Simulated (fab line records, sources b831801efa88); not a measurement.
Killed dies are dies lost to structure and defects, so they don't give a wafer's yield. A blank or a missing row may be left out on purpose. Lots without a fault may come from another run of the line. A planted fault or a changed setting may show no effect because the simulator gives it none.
Problem report in the 8D (eight disciplines) form, filled by code | flow gf180mcu | the parts of the form that need people (team, actions taken, sign-off) are left out

1. THE PROBLEM
cd_nm at GF_NSD_CD_MEAS_07 reads a mean of 384.5 nm on 6 wafers of 2 lots; wafers without a fault read 400.5 nm with a standard deviation of 2.2. That is -7.3 standard deviations from the usual mean.
The step: target cd 400 nm.
First seen on wafer L429.1, day 17 00:40, on cd_sem-02. The record holds 36 wafers of 12 lots with a number at this step. Rule for "out", or "out of limits": more than 4 standard deviations from the usual mean. The other wafers with a number count as sound.

2. WHAT IT IS AND WHAT IT IS NOT
question                    | is                     | is not
which readings at this step | cd_nm                  | -
which lots                  | L429, L430             | L421, L423, L424, L427, L434, L435, L437, L438, L439, L441
which wafers of those lots  | all that have a number | -
read on which gauges        | cd_sem-02              | cd_sem-01
when                        | from day 17 00:40      | up to then (12 sound wafers); but 18 sound wafers of L434, L435, L437, L438, L439, L441 came after

3. SUSPECTS, AND WHAT RULES EACH OUT
Counting: a tool at a process step up to the reading stays a suspect if it ran every lot that is out and no sound lot after the first of them.
- the gauge at GF_NSD_CD_MEAS_07: ruled out. All the wafers that are out were read on cd_sem-02, but those of them that GF_NSD_STRIP_11 has rows for are out there too, on other tools.
- litho_track-01 at GF_NSD_COAT_02 (resist thk 1000 nm): ruled out as a lasting fault. Sound lots L441 ran on it after its first lot that is out, L429 (day 16 13:31).
Left after counting: nothing in the record.

4. THE CAUSE (what the simulator had put in)
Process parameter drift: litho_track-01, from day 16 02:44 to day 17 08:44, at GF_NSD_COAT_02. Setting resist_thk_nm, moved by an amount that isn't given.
Counting ruled it out, wrongly: the rule takes a fault to strike every lot that its tool runs from its start on, and this one did not.

5. THE CHAIN OF EFFECTS, in route order
Each row: a reading whose mean over the struck wafers that have a number lies more than 3 standard deviations from the usual. Only readings for which the record gives a usual standard deviation are gone through. hours: the time from each lot's start at the first step in this table that gives one to its start at this step, as a median over the lots. sigmas: the change in usual standard deviations.
hours | step              | reading                  | usual      | on struck wafers | change | sigmas
0     | GF_NSD_CD_MEAS_07 | cd_nm                    | 400.5 nm   | 384.5            | -16.0  | -7.3
4     | GF_NSD_STRIP_11   | oes_product_au           | 0.486 a.u. | 0.505            | +0.019 | +4.6
4     | GF_NSD_STRIP_11   | strip_time_to_endpoint_s | 22.97 s    | 25.08            | +2.11  | +64
The process steps in it:
- GF_NSD_STRIP_11: strips in O2/N2.

6. WHAT WOULD HAVE CAUGHT IT SOONER
In this record the first reading out of limits at a measuring or inspecting step was taken at day 17 00:40, 22 hours after the fault began at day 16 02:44.
